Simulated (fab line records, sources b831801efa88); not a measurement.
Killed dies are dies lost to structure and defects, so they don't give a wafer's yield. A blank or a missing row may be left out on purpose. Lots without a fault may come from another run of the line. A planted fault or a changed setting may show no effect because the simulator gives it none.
Chamber matching | flow sky130 | SKY_LI_CONTACT_CMP_24 on cmp-01: 4 sister chambers
The step polishes, stops on PSG, t overpolish 20 s, target thk 0 nm. 16 wafers are shown with their chamber, then 8 later ones without.

WAFERS WITH THEIR CHAMBER
wafer  | chamber | motor_current_A (A) | time_to_endpoint_s (s) | slurry_filter_dp_kPa (kPa)
L424.2 | 2       | 13.3                | 98                     | 13.77
L424.5 | 0       | 9.2                 | 98                     | 13.53
L424.6 | 1       | 12.9                | 95                     | 13.36
L426.2 | 2       | 12.8                | 90                     | 13.48
L426.4 | 3       | 10.6                | 86                     | 13.39
L426.5 | 1       | 12.1                | 86                     | 13.66
L427.1 | 1       | 11.8                | 91                     | 13.76
L427.3 | 3       | 10.0                | 87                     | 13.34
L427.5 | 1       | 12.1                | 90                     | 13.42
L430.2 | 1       | 12.6                | 94                     | 13.51
L430.4 | 0       | 8.8                 | 96                     | 13.38
L430.6 | 3       | 9.9                 | 93                     | 13.69
L433.2 | 0       | 9.6                 | 89                     | 13.38
L433.4 | 2       | 12.9                | 95                     | 13.59
L433.5 | 1       | 12.4                | 94                     | 13.66
L434.1 | 2       | 12.7                | 97                     | 13.60

SIGNATURES (means of the wafers above)
reading              | chamber 0 | chamber 1 | chamber 2 | chamber 3 | scatter within a chamber
motor_current_A      | 9.200     | 12.317    | 12.925    | 10.167    | 0.365
time_to_endpoint_s   | 94.33     | 91.67     | 95.00     | 88.67     | 3.75
slurry_filter_dp_kPa | 13.4300   | 13.5617   | 13.6100   | 13.4733   | 0.145
Rule: a wafer's distance from a chamber is the root of the sum, over the readings, of the square of ((its reading less the chamber's mean) divided by the reading's scatter). The wafer belongs to the nearest chamber; if the next one is less than 2 further off, it can't be placed. The scatter: the root of (the sum of the squares of (reading less its chamber's mean) over the shown wafers, divided by (wafers less chambers)).

WAFERS WITHOUT THEIR CHAMBER
wafer  | motor_current_A (A) | time_to_endpoint_s (s) | slurry_filter_dp_kPa (kPa)
L434.3 | 9.9                 | 89                     | 13.33
L434.6 | 12.6                | 96                     | 13.48
L436.2 | 10.4                | 91                     | 13.50
L436.3 | 12.3                | 96                     | 13.45
L436.4 | 9.7                 | 97                     | 13.47
L445.4 | 12.8                | 91                     | 13.11
L445.5 | 12.5                | 96                     | 13.36
L445.6 | 10.1                | 91                     | 13.70

WHICH CHAMBER EACH WENT THROUGH
wafer  | from the rows above     | in truth
L434.3 | can't be placed: 3 or 0 | 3
L434.6 | can't be placed: 2 or 1 | 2
L436.2 | 3                       | 3
L436.3 | can't be placed: 1 or 2 | 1
L436.4 | can't be placed: 0 or 3 | 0
L445.4 | can't be placed: 1 or 2 | 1
L445.5 | can't be placed: 1 or 2 | 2
L445.6 | can't be placed: 3 or 0 | 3
Placed correctly: 1 of 8. Can't be placed from these rows: 7 (the true chamber is among the candidates in 7). Placed wrongly: 0.
